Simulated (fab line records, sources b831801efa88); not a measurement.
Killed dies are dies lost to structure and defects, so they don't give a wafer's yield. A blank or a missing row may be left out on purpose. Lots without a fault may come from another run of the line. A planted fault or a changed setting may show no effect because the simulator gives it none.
Which tool did it? | flow sky130 | 13 lots, 39 wafers sampled, at 3 steps of a route of 708

WHAT THE GAUGES READ, wafer by wafer
SKY_GATE_OXIDE_OVL_MEAS_10. Usual: GATE_OXIDE_OVL 0.2 nm, standard deviation 1.5.
lot  | measured     | on         | GATE_OXIDE_OVL (nm) | flag
L666 | day 13 19:10 | overlay-02 | -0.4 -0.8 -1.6      |
L667 | day 13 21:38 | overlay-01 | -0.3 -1.2 -0.1      |
L668 | day 14 07:53 | overlay-01 | -1.1 -1.0 -0.7      |
L669 | day 15 00:02 | overlay-01 | -1.4 -1.1 -1.2      |
L670 | day 15 08:19 | overlay-02 | -0.1 -2.5 -1.6      |
L671 | day 15 13:02 | overlay-02 | -1.9 -1.4 -1.1      |
L678 | day 17 22:41 | overlay-01 | 1.5 2.6 2.3         |
L683 | day 19 21:20 | overlay-02 | -2.0 1.0 -0.6       |
L684 | day 20 03:53 | overlay-01 | 2.8 3.4 3.2         |
L685 | day 20 15:11 | overlay-01 | 0.1 0.0 0.3         |
L686 | day 20 23:35 | overlay-01 | 0.1 0.4 -1.3        |
L688 | day 21 16:53 | overlay-01 | -2.3 -1.2 -0.7      |
L689 | day 21 20:53 | overlay-02 | -0.1 0.6 -1.1       |

SKY_POLY_GATE_CD_MEAS_13: target cd 150 nm. Usual: cd_nm 150.0 nm, standard deviation 1.3.
lot  | measured     | on        | cd_nm (nm)        | flag
L666 | day 16 04:52 | cd_sem-02 | 150.4 150.4 152.0 |
L667 | day 16 09:39 | cd_sem-02 | 148.8 149.6 149.5 |
L668 | day 16 20:28 | cd_sem-02 | 149.3 148.6 149.6 |
L669 | day 17 15:59 | cd_sem-02 | 148.9 148.1 149.4 |
L670 | day 18 01:35 | cd_sem-02 | 152.1 151.7 151.9 |
L671 | day 18 04:39 | cd_sem-01 | 149.1 148.7 150.1 |
L678 | day 20 18:10 | cd_sem-02 | 150.8 150.3 150.5 |
L683 | day 22 16:58 | cd_sem-01 | 149.1 150.1 151.3 |
L684 | day 23 00:17 | cd_sem-01 | 149.8 148.9 147.7 |
L685 | day 23 11:15 | cd_sem-02 | 149.0 149.9 149.2 |
L686 | day 23 18:54 | cd_sem-02 | 150.1 150.6 148.9 |
L688 | day 24 12:33 | cd_sem-01 | 149.8 151.3 150.0 |
L689 | day 24 16:28 | cd_sem-01 | 152.2 152.1 151.4 |

SKY_LDD_N_OVL_MEAS_07. Usual: LDD_N_OVL 1.3 nm, standard deviation 1.5.
lot  | measured     | on         | LDD_N_OVL (nm) | flag
L666 | day 17 12:32 | overlay-02 | -2.2 -0.5 -1.9 |
L667 | day 17 16:37 | overlay-02 | 2.9 2.5 2.5    |
L668 | day 18 04:41 | overlay-01 | 1.0 0.8 1.2    |
L669 | day 19 00:59 | overlay-02 | 0.9 -0.5 -0.3  |
L670 | day 19 10:20 | overlay-01 | 0.4 -1.0 0.6   |
L671 | day 19 13:17 | overlay-01 | 1.4 1.5 2.1    |
L678 | day 22 03:02 | overlay-01 | -0.4 -1.4 -0.5 |
L683 | day 24 00:59 | overlay-01 | 1.6 2.5 2.7    |
L684 | day 24 08:19 | overlay-02 | 0.1 -0.9 -0.3  |
L685 | day 24 19:17 | overlay-02 | 1.2 0.1 1.0    |
L686 | day 25 02:22 | overlay-02 | 1.3 0.2 0.5    |
L688 | day 25 19:35 | overlay-01 | 2.3 2.8 4.0    |
L689 | day 25 23:44 | overlay-02 | 2.0 1.5 3.9    |

WHICH TOOL RAN EACH LOT (tool, then ch and the chambers of the sampled wafers, then the start)
The record holds no process step before these readings.

WHAT THE TOOLS THEMSELVES READ (means of the sampled wafers that have a number; where no wafer has one, the mark that the record gives instead)
The record holds no such reading with a usual standard deviation.

THE ANSWER, worked out from the rows above alone
Rule: a lot is off if the mean of its wafers that have a number lies more than 3 standard deviations from the usual mean. A lot without any number at a reading at which 4 lots or more have one is off too. The other lots that the step has rows for count as sound. The gauges are gone through in route order, then the tools' own readings, and for those a lot's mean is taken as printed above. The first step at which some lot is off is used, and at that step the reading that is off furthest; a lot without a number counts as furthest.
No lot is off at any reading shown: from this, nothing can be told.

WHAT THE SIMULATOR HAD PUT IN
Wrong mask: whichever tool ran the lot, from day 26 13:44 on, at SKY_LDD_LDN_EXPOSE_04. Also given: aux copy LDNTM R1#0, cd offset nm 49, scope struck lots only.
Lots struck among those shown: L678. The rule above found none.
